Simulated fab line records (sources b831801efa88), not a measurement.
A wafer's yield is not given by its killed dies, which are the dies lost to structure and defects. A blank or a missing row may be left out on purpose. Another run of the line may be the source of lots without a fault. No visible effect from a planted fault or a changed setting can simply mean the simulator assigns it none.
Which tool was responsible? :: flow sfq_line :: 42 wafers from 14 lots sampled at 5 of the route's 325 steps

== WHAT EACH GAUGE READ, for each wafer ==
SFQ_JJ_OVL_MEAS_931.
lot: L808
measured: day 55 22:50
on: overlay-01
J5_OVL (nm): 1 -4 1

lot: L810
measured: day 56 01:15
on: overlay-01
J5_OVL (nm): -3 -4 -5

lot: L811
measured: day 56 02:28
on: overlay-01
J5_OVL (nm): 0 1 -4

lot: L812
measured: day 56 03:40
on: overlay-01
J5_OVL (nm): 3 2 4

lot: L813
measured: day 56 04:50
on: overlay-01
J5_OVL (nm): 3 2 0

lot: L815
measured: day 56 07:14
on: overlay-01
J5_OVL (nm): 8 9 15

lot: L816
measured: day 56 08:26
on: overlay-01
J5_OVL (nm): -5 -5 -8

lot: L817
measured: day 56 09:38
on: overlay-01
J5_OVL (nm): 2 4 5

lot: L818
measured: day 56 10:50
on: overlay-01
J5_OVL (nm): 11 12 5

lot: L819
measured: day 56 12:02
on: overlay-01
J5_OVL (nm): 0 6 -1

lot: L821
measured: day 56 14:27
on: overlay-01
J5_OVL (nm): 9 9 8

lot: L825
measured: day 59 19:43
on: overlay-02
J5_OVL (nm): 0 -5 -1

lot: L827
measured: day 62 07:32
on: overlay-01
J5_OVL (nm): -4 -3 0

lot: L828
measured: day 63 02:43
on: overlay-02
J5_OVL (nm): 0 7 -2

== WHICH TOOL RAN EACH LOT (tool, then ch and the chambers of the sampled wafers, then the start) ==
lot: L808
SFQ_TRILAYER_M4_STRIP_STRIP_097: rie_metal-03 ch 1, day 44 22:08
SFQ_TRILAYER_I4_VIA_LITHO_COAT_108: litho_track-04 ch 0, day 45 05:35
SFQ_TRILAYER_I4_VIA_BARC_OPEN_VIA_ETCH_146: rie_diel-02 ch 1,2, day 50 17:07
SFQ_TRILAYER_JJ_TRILAYER_DEP_SPUTTER_110: pvd_sputter-04, day 50 18:08

lot: L810
SFQ_TRILAYER_M4_STRIP_STRIP_097: rie_metal-02 ch 0,1, day 45 00:24
SFQ_TRILAYER_I4_VIA_LITHO_COAT_108: litho_track-02 ch 0, day 45 08:38
SFQ_TRILAYER_I4_VIA_BARC_OPEN_VIA_ETCH_146: rie_diel-01 ch 0,2,3, day 50 20:43
SFQ_TRILAYER_JJ_TRILAYER_DEP_SPUTTER_110: pvd_sputter-04, day 50 21:44

lot: L811
SFQ_TRILAYER_M4_STRIP_STRIP_097: rie_metal-02 ch 0,1, day 45 03:01
SFQ_TRILAYER_I4_VIA_LITHO_COAT_108: litho_track-02 ch 0, day 45 14:41
SFQ_TRILAYER_I4_VIA_BARC_OPEN_VIA_ETCH_146: rie_diel-03 ch 1,2, day 51 00:19
SFQ_TRILAYER_JJ_TRILAYER_DEP_SPUTTER_110: pvd_sputter-03, day 51 01:20

lot: L812
SFQ_TRILAYER_M4_STRIP_STRIP_097: rie_metal-04 ch 0,1, day 45 16:05
SFQ_TRILAYER_I4_VIA_LITHO_COAT_108: litho_track-02 ch 0, day 46 04:41
SFQ_TRILAYER_I4_VIA_BARC_OPEN_VIA_ETCH_146: rie_diel-02 ch 0,1,2, day 51 12:19
SFQ_TRILAYER_JJ_TRILAYER_DEP_SPUTTER_110: pvd_sputter-03, day 51 13:20

lot: L813
SFQ_TRILAYER_M4_STRIP_STRIP_097: rie_metal-04 ch 0, day 45 23:42
SFQ_TRILAYER_I4_VIA_LITHO_COAT_108: litho_track-04 ch 0, day 46 11:32
SFQ_TRILAYER_I4_VIA_BARC_OPEN_VIA_ETCH_146: rie_diel-02 ch 1,2,3, day 51 20:43
SFQ_TRILAYER_JJ_TRILAYER_DEP_SPUTTER_110: pvd_sputter-04, day 51 21:44

lot: L815
SFQ_TRILAYER_M4_STRIP_STRIP_097: rie_metal-03 ch 1, day 46 06:12
SFQ_TRILAYER_I4_VIA_LITHO_COAT_108: litho_track-03 ch 0, day 46 19:35
SFQ_TRILAYER_I4_VIA_BARC_OPEN_VIA_ETCH_146: rie_diel-01 ch 2,3, day 52 03:55
SFQ_TRILAYER_JJ_TRILAYER_DEP_SPUTTER_110: pvd_sputter-04, day 52 04:56

lot: L816
SFQ_TRILAYER_M4_STRIP_STRIP_097: rie_metal-03 ch 1, day 46 20:32
SFQ_TRILAYER_I4_VIA_LITHO_COAT_108: litho_track-02 ch 0, day 47 08:35
SFQ_TRILAYER_I4_VIA_BARC_OPEN_VIA_ETCH_146: rie_diel-01 ch 0,1,3, day 52 12:19
SFQ_TRILAYER_JJ_TRILAYER_DEP_SPUTTER_110: pvd_sputter-04, day 52 13:20

lot: L817
SFQ_TRILAYER_M4_STRIP_STRIP_097: rie_metal-04 ch 0,1, day 47 02:24
SFQ_TRILAYER_I4_VIA_LITHO_COAT_108: litho_track-03 ch 0, day 47 11:32
SFQ_TRILAYER_I4_VIA_BARC_OPEN_VIA_ETCH_146: rie_diel-02 ch 1,2, day 52 14:43
SFQ_TRILAYER_JJ_TRILAYER_DEP_SPUTTER_110: pvd_sputter-03, day 52 15:44

lot: L818
SFQ_TRILAYER_M4_STRIP_STRIP_097: rie_metal-03 ch 0,1, day 47 10:59
SFQ_TRILAYER_I4_VIA_LITHO_COAT_108: litho_track-03 ch 0, day 48 01:55
SFQ_TRILAYER_I4_VIA_BARC_OPEN_VIA_ETCH_146: rie_diel-02 ch 1,2,3, day 53 01:31
SFQ_TRILAYER_JJ_TRILAYER_DEP_SPUTTER_110: pvd_sputter-05, day 53 02:32

lot: L819
SFQ_TRILAYER_M4_STRIP_STRIP_097: rie_metal-03 ch 0,1, day 47 19:23
SFQ_TRILAYER_I4_VIA_LITHO_COAT_108: litho_track-04 ch 0, day 48 10:55
SFQ_TRILAYER_I4_VIA_BARC_OPEN_VIA_ETCH_146: rie_diel-02 ch 0,3, day 53 08:43
SFQ_TRILAYER_JJ_TRILAYER_DEP_SPUTTER_110: pvd_sputter-05, day 53 09:45

lot: L821
SFQ_TRILAYER_M4_STRIP_STRIP_097: rie_metal-03 ch 0,1, day 48 14:36
SFQ_TRILAYER_I4_VIA_LITHO_COAT_108: litho_track-04 ch 0, day 49 08:01
SFQ_TRILAYER_I4_VIA_BARC_OPEN_VIA_ETCH_146: rie_diel-02 ch 0,1,3, day 54 00:26
SFQ_TRILAYER_JJ_TRILAYER_DEP_SPUTTER_110: pvd_sputter-05, day 54 01:28

lot: L825
SFQ_TRILAYER_M4_STRIP_STRIP_097: rie_metal-02 ch 0,1, day 55 01:28
SFQ_TRILAYER_I4_VIA_LITHO_COAT_108: litho_track-03 ch 0, day 55 06:38
SFQ_TRILAYER_I4_VIA_BARC_OPEN_VIA_ETCH_146: rie_diel-01 ch 0,3, day 59 15:10
SFQ_TRILAYER_JJ_TRILAYER_DEP_SPUTTER_110: pvd_sputter-03, day 59 16:11

lot: L827
SFQ_TRILAYER_M4_STRIP_STRIP_097: rie_metal-04 ch 0,1, day 56 11:27
SFQ_TRILAYER_I4_VIA_LITHO_COAT_108: litho_track-03 ch 0, day 56 16:38
SFQ_TRILAYER_I4_VIA_BARC_OPEN_VIA_ETCH_146: rie_diel-02 ch 0,1,3, day 62 02:46
SFQ_TRILAYER_JJ_TRILAYER_DEP_SPUTTER_110: pvd_sputter-05, day 62 03:49

lot: L828
SFQ_TRILAYER_M4_STRIP_STRIP_097: rie_metal-03 ch 0,1, day 57 01:59
SFQ_TRILAYER_I4_VIA_LITHO_COAT_108: litho_track-03 ch 0, day 57 07:12
SFQ_TRILAYER_I4_VIA_BARC_OPEN_VIA_ETCH_146: rie_diel-03 ch 0,1,2, day 62 17:10
SFQ_TRILAYER_JJ_TRILAYER_DEP_SPUTTER_110: pvd_sputter-04, day 62 18:11
- SFQ_TRILAYER_M4_STRIP_STRIP_097: strips in O2.
- SFQ_TRILAYER_I4_VIA_LITHO_COAT_108: resist thk 62 nm.
- SFQ_TRILAYER_I4_VIA_BARC_OPEN_VIA_ETCH_146: etches BARC in O2, target depth 125 nm, time 41.7 s.
- SFQ_TRILAYER_JJ_TRILAYER_DEP_SPUTTER_110: material Al, target thk 8 nm, time 10 s.

== AS READ BY THE TOOLS THEMSELVES (means over the sampled wafers that have a number; for cases with no such wafer, the mark the record gives instead) ==
SFQ_TRILAYER_M4_STRIP_STRIP_097.
lot: L808
tool: rie_metal-03
drypump_motor_current_A (A): 5.74
oes_product_au (a.u.): 0.992

lot: L810
tool: rie_metal-02
drypump_motor_current_A (A): 5.75
oes_product_au (a.u.): 1.004

lot: L811
tool: rie_metal-02
drypump_motor_current_A (A): 6.02
oes_product_au (a.u.): 1.007

lot: L812
tool: rie_metal-04
drypump_motor_current_A (A): 6.04
oes_product_au (a.u.): 1.003

lot: L813
tool: rie_metal-04
drypump_motor_current_A (A): 5.80
oes_product_au (a.u.): 1.011

lot: L815
tool: rie_metal-03
drypump_motor_current_A (A): 5.75
oes_product_au (a.u.): 1.002

lot: L816
tool: rie_metal-03
drypump_motor_current_A (A): 5.73
oes_product_au (a.u.): 0.992

lot: L817
tool: rie_metal-04
drypump_motor_current_A (A): 5.89
oes_product_au (a.u.): 0.998

lot: L818
tool: rie_metal-03
drypump_motor_current_A (A): 5.78
oes_product_au (a.u.): 0.999

lot: L819
tool: rie_metal-03
drypump_motor_current_A (A): 5.78
oes_product_au (a.u.): 1.004

lot: L821
tool: rie_metal-03
drypump_motor_current_A (A): 5.80
oes_product_au (a.u.): 1.001

lot: L825
tool: rie_metal-02
drypump_motor_current_A (A): 5.75
oes_product_au (a.u.): 1.011

lot: L827
tool: rie_metal-04
drypump_motor_current_A (A): 6.04
oes_product_au (a.u.): 1.001

lot: L828
tool: rie_metal-03
drypump_motor_current_A (A): 5.85
oes_product_au (a.u.): 0.996

SFQ_TRILAYER_I4_VIA_LITHO_COAT_108.
lot: L808
tool: litho_track-04
chill_plate_temp_C (C): 23.01

lot: L810
tool: litho_track-02
chill_plate_temp_C (C): 23.03

lot: L811
tool: litho_track-02
chill_plate_temp_C (C): 22.98

lot: L812
tool: litho_track-02
chill_plate_temp_C (C): 22.99

lot: L813
tool: litho_track-04
chill_plate_temp_C (C): 22.97

lot: L815
tool: litho_track-03
chill_plate_temp_C (C): 23.16

lot: L816
tool: litho_track-02
chill_plate_temp_C (C): 22.93

lot: L817
tool: litho_track-03
chill_plate_temp_C (C): 23.00

lot: L818
tool: litho_track-03
chill_plate_temp_C (C): 22.92

lot: L819
tool: litho_track-04
chill_plate_temp_C (C): 23.18

lot: L821
tool: litho_track-04
chill_plate_temp_C (C): 22.97

lot: L825
tool: litho_track-03
chill_plate_temp_C (C): 23.08

lot: L827
tool: litho_track-03
chill_plate_temp_C (C): 23.11

lot: L828
tool: litho_track-03
chill_plate_temp_C (C): 23.04

SFQ_TRILAYER_I4_VIA_BARC_OPEN_VIA_ETCH_146.
lot: L808
tool: rie_diel-02
drypump_motor_current_A (A): 5.9
oes_product_au (a.u.): 0.683

lot: L810
tool: rie_diel-01
drypump_motor_current_A (A): 6.1
oes_product_au (a.u.): 0.686

lot: L811
tool: rie_diel-03
drypump_motor_current_A (A): 6.3
oes_product_au (a.u.): 0.683

lot: L812
tool: rie_diel-02
drypump_motor_current_A (A): 5.8
oes_product_au (a.u.): 0.682

lot: L813
tool: rie_diel-02
drypump_motor_current_A (A): 5.8
oes_product_au (a.u.): 0.682

lot: L815
tool: rie_diel-01
drypump_motor_current_A (A): 6.4
oes_product_au (a.u.): 0.681

lot: L816
tool: rie_diel-01
drypump_motor_current_A (A): 5.9
oes_product_au (a.u.): 0.685

lot: L817
tool: rie_diel-02
drypump_motor_current_A (A): 5.9
oes_product_au (a.u.): 0.682

lot: L818
tool: rie_diel-02
drypump_motor_current_A (A): 5.7
oes_product_au (a.u.): 0.690

lot: L819
tool: rie_diel-02
drypump_motor_current_A (A): 5.6
oes_product_au (a.u.): 0.689

lot: L821
tool: rie_diel-02
drypump_motor_current_A (A): 5.6
oes_product_au (a.u.): 0.685

lot: L825
tool: rie_diel-01
drypump_motor_current_A (A): 6.3
oes_product_au (a.u.): 0.683

lot: L827
tool: rie_diel-02
drypump_motor_current_A (A): 5.6
oes_product_au (a.u.): 0.699

lot: L828
tool: rie_diel-03
drypump_motor_current_A (A): 5.9
oes_product_au (a.u.): 0.698

SFQ_TRILAYER_JJ_TRILAYER_DEP_SPUTTER_110.
lot: L808
tool: pvd_sputter-04
chamber_pressure_pa (Pa): 0.3991
throttle_valve_pct (%): 30.9

lot: L810
tool: pvd_sputter-04
chamber_pressure_pa (Pa): 0.3999
throttle_valve_pct (%): 29.8

lot: L811
tool: pvd_sputter-03
chamber_pressure_pa (Pa): 0.3999
throttle_valve_pct (%): 30.1

lot: L812
tool: pvd_sputter-03
chamber_pressure_pa (Pa): 0.4002
throttle_valve_pct (%): 31.3

lot: L813
tool: pvd_sputter-04
chamber_pressure_pa (Pa): 0.3997
throttle_valve_pct (%): 30.9

lot: L815
tool: pvd_sputter-04
chamber_pressure_pa (Pa): 0.3994
throttle_valve_pct (%): 30.8

lot: L816
tool: pvd_sputter-04
chamber_pressure_pa (Pa): 0.4003
throttle_valve_pct (%): 30.5

lot: L817
tool: pvd_sputter-03
chamber_pressure_pa (Pa): 0.3996
throttle_valve_pct (%): 29.4

lot: L818
tool: pvd_sputter-05
chamber_pressure_pa (Pa): 0.3995
throttle_valve_pct (%): 29.9

lot: L819
tool: pvd_sputter-05
chamber_pressure_pa (Pa): 0.4008
throttle_valve_pct (%): 30.1

lot: L821
tool: pvd_sputter-05
chamber_pressure_pa (Pa): 0.4001
throttle_valve_pct (%): 30.2

lot: L825
tool: pvd_sputter-03
chamber_pressure_pa (Pa): 0.4005
throttle_valve_pct (%): 30.1

lot: L827
tool: pvd_sputter-05
chamber_pressure_pa (Pa): 0.4010
throttle_valve_pct (%): 30.9

lot: L828
tool: pvd_sputter-04
chamber_pressure_pa (Pa): 0.3996
throttle_valve_pct (%): 30.0

== THE ANSWER, worked out from the rows above alone ==
Rule: what is usual is taken from the lots themselves. Put in order of their means at a reading, lots are off if they are a third of the lots or fewer, leave a main group of 4 or more, and stand apart from it by a gap of 3 or more times the standard deviation of the main group's means; of several such gaps the widest counts. A main group whose means are all the same, to the digits that the tables above print for the reading, isn't used. Also off: a lot with no number at a reading for which 4 or more lots have one. The other lots that the step has rows for count as sound. After the gauges, taken in route order, come the tools' own readings; for these a lot's mean is taken, as printed above. The first step at which some lot is off is used, and at that step the reading that is off furthest; a lot without a number counts as furthest.
Nothing can be told from this: no lot is off at any reading shown.

== WHAT WAS PUT IN BY THE SIMULATOR ==
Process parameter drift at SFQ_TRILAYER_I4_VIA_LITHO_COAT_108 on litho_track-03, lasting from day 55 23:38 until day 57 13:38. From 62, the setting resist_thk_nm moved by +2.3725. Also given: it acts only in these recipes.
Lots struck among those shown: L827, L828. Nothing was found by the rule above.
